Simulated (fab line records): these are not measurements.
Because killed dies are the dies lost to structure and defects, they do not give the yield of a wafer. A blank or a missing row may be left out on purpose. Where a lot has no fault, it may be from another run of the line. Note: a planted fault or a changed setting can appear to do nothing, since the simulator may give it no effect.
Which tool was responsible?	flow sky130	14 lots, 42 wafers sampled, at 5 steps of a route of 708

WHAT THE GAUGES SHOWED, per wafer
SKY_RES_XHIGH_TW_MEAS_09.
lot	measured	on	RES_XHIGH_TW
L326	day 26 14:22	film metro-04	1654 1648 1650
L327	day 27 12:51	film metro-02	1620 1616 1621
L328	day 27 18:59	film metro-02	1621 1619 1622
L331	day 28 16:15	film metro-01	1635 1629 1643
L330	day 28 19:25	film metro-04	1649 1659 1664
L336	day 30 22:00	film metro-02	1635 1626 1642
L338	day 31 05:03	film metro-02	1620 1621 1615
L339	day 32 03:22	film metro-04	1652 1649 1647
L341	day 33 02:39	film metro-01	1646 1634 1640
L342	day 33 04:44	film metro-04	1637 1632 1651
L343	day 33 20:51	film metro-02	1630 1625 1624
L344	day 34 02:00	film metro-02	1616 1606 1611
L346	day 34 11:56	film metro-01	1622 1623 1624
L349	day 34 22:41	film metro-02	1593 1611 1608

SKY_SD_N_OVL_MEAS_08.
lot	measured	on	SD_N_OVL (nm)
L326	day 27 19:40	overlay-01	1.5 2.9 1.5
L327	day 28 18:18	overlay-02	3.2 1.2 1.1
L328	day 29 00:11	overlay-02	2.6 2.2 4.5
L331	day 29 21:00	overlay-02	0.6 1.1 2.2
L330	day 29 23:38	overlay-01	3.2 2.9 3.0
L336	day 32 01:29	overlay-02	0.6 2.3 2.9
L338	day 32 08:56	overlay-02	182.1 182.9 182.1
L339	day 33 06:39	overlay-02	186.0 185.2 183.9
L341	day 34 05:09	overlay-02	183.4 181.1 183.7
L342	day 34 07:41	overlay-02	182.6 184.0 182.6
L343	day 34 23:49	overlay-01	2.4 2.9 2.2
L344	day 35 04:12	overlay-02	0.5 1.4 -0.3
L346	day 35 13:54	overlay-01	1.3 -2.5 0.8
L349	day 36 00:52	overlay-02	0.9 2.7 1.0

SKY_LI_CONTACT_CD_MEAS_12: target cd 170 nm.
lot	measured	on	cd nm (nm)
L326	day 29 03:01	cd sem-01	168.8 169.0 169.0
L327	day 30 00:13	cd sem-01	169.3 170.4 169.8
L328	day 30 06:27	cd sem-02	169.8 168.4 170.5
L331	day 31 02:37	cd sem-01	170.6 170.8 169.7
L330	day 31 05:47	cd sem-02	167.4 168.2 167.2
L336	day 33 06:55	cd sem-02	170.4 169.2 171.9
L338	day 33 13:53	cd sem-02	171.7 170.9 172.0
L339	day 34 11:14	cd sem-01	168.5 168.9 168.9
L341	day 35 09:08	cd sem-02	171.5 169.2 170.5
L342	day 35 11:54	cd sem-02	172.0 171.9 172.2
L343	day 36 03:19	cd sem-02	170.6 168.4 168.5
L344	day 36 08:37	cd sem-02	169.3 171.2 170.3
L346	day 36 17:22	cd sem-01	171.5 170.1 171.6
L349	day 37 04:08	cd sem-02	173.0 173.7 172.9

SKY_LI_CONTACT_OVL_MEAS_13.
lot	measured	on	LI_CONTACT_OVL (nm)
L326	day 29 03:08	overlay-01	8 7 10
L327	day 30 00:20	overlay-02	-5 8 -1
L328	day 30 06:34	overlay-02	0 12 1
L331	day 31 02:44	overlay-02	-6 -12 -4
L330	day 31 05:53	overlay-01	1 4 9
L336	day 33 07:01	overlay-02	9 7 6
L338	day 33 14:00	overlay-01	4 7 1
L339	day 34 11:21	overlay-01	7 -5 -6
L341	day 35 09:15	overlay-02	-5 8 4
L342	day 35 12:00	overlay-02	10 14 6
L343	day 36 03:26	overlay-02	-1 -16 -7
L344	day 36 08:44	overlay-02	-11 -6 0
L346	day 36 17:29	overlay-02	11 8 13
L349	day 37 04:15	overlay-02	-8 1 2

WHAT TOOL EACH LOT RAN ON (gives the tool, then ch and the chambers of the sampled wafers, and finally the start)
lot	SKY_SD_N_EXPOSE_04
L326	iline stepper-01 ch 0, day 27 05:18
L327	iline stepper-01 ch 0, day 28 03:50
L328	iline stepper-01 ch 0, day 28 10:04
L331	iline stepper-01 ch 0, day 29 06:57
L330	iline stepper-02 ch 0, day 29 10:00
L336	iline stepper-02 ch 0, day 31 11:40
L338	iline stepper-02 ch 0, day 31 18:59
L339	iline stepper-02 ch 0, day 32 17:17
L341	iline stepper-02 ch 0, day 33 16:23
L342	iline stepper-02 ch 0, day 33 18:21
L343	iline stepper-01 ch 0, day 34 10:39
L344	iline stepper-01 ch 0, day 34 15:14
L346	iline stepper-01 ch 0, day 35 01:03
L349	iline stepper-01 ch 0, day 35 12:14
- SKY_SD_N_EXPOSE_04: exposes mask NSDM, target cd 380 nm.

WHAT THE TOOLS THEMSELVES READ (means of the sampled wafers that have a number; where no wafer has one, the mark that the record gives instead)
The record holds no such reading with a usual standard deviation.

THE ANSWER, worked out from the rows above alone
Rule: the lots themselves supply what counts as usual. The widest of any qualifying gaps counts: lots, ordered by their means at a reading, are off when they make up no more than a third of the lots, leave a main group of 4 or more, and stand apart from it by 3 or more times the standard deviation of that group's means. A main group whose means are all the same, to the digits that the tables above print for the reading, isn't used. A lot without any number at a reading at which 4 lots or more have one is off too. The other lots that the step has rows for count as sound. After the gauges, taken in route order, come the tools' own readings; for these a lot's mean is taken, as printed above. At the first step where some lot is off, the reading lying furthest off is the one used; lots without a number count as furthest.
Off: at SKY_SD_N_OVL_MEAS_08 (SD_N_OVL), L338, L339, L341, L342. The main group: mean 1.8 nm, standard deviation 0.97.
If a tool, at a process step before that reading, ran all the lots that are off and no sound lot after the first of them, it fits. Gauges at SKY_SD_N_OVL_MEAS_08: tried the same way as those tools. One candidate fits, namely iline stepper-02 at SKY_SD_N_EXPOSE_04. Its last sound lot is L336 (day 31 11:40), its first lot that is off L338 (day 31 18:59): a fault that began between those two fits.

WHAT WAS PUT IN BY THE SIMULATOR
Scanner matching overlay: iline stepper-02, from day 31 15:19 on, at SKY_SD_N_EXPOSE_04. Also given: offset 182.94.
Lots struck among those shown: L338, L339, L341, L342. Same finding as the rule above.
